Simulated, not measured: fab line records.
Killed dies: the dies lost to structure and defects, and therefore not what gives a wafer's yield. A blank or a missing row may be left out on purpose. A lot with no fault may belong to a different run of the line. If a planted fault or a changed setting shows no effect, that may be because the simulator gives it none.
Matching of chambers -- flow gf180mcu -- pecvd-03 running GF_CONTACT_CVD_02: 3 sister chambers
The step deposits SiO2 from TEOS, target thk 860 nm, time 95.992 s. 14 wafers are shown with their chamber, then 7 later ones without.

== WAFERS WITH THEIR CHAMBER ==
wafer,chamber,heater_power_w (W)
L074.1,2,628
L074.2,0,685
L074.3,1,847
L075.1,2,696
L075.2,0,784
L075.3,1,831
L077.2,1,839
L077.5,1,681
L077.6,0,723
L080.1,1,756
L080.2,0,771
L080.3,1,635
L080.4,0,636
L080.5,1,711

SIGNATURES (averages over the wafers above)
reading,chamber 0,chamber 1,chamber 2,scatter within a chamber
heater_power_w,719.80,757.14,662.00,74.1
Rule: for each reading, subtract the chamber's mean from the wafer's reading, divide by that reading's scatter and square the result; add these up over the readings and take the root, which gives the wafer's distance from the chamber. The wafer belongs to the nearest chamber; if the next one is less than 2 further off, it can't be placed. The scatter: the root of (the sum of the squares of (reading less its chamber's mean) over the shown wafers, divided by (wafers less chambers)).

== WAFERS WITHOUT THEIR CHAMBER ==
wafer,heater_power_w (W)
L080.6,723
L081.1,665
L081.3,786
L081.5,624
L097.2,794
L097.4,709
L097.6,620

== WHICH CHAMBER EACH ONE RAN IN ==
wafer,from the rows above,in truth
L080.6,can't be placed: 0 or 1 or 2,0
L081.1,can't be placed: 2 or 0 or 1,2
L081.3,can't be placed: 1 or 0 or 2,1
L081.5,can't be placed: 2 or 0 or 1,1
L097.2,can't be placed: 1 or 0 or 2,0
L097.4,can't be placed: 0 or 2 or 1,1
L097.6,can't be placed: 2 or 0 or 1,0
Placed correctly: 0 of 7. From these rows, 7 cannot be placed; in 7 the true chamber is one of the candidates. Number placed wrongly: 0.
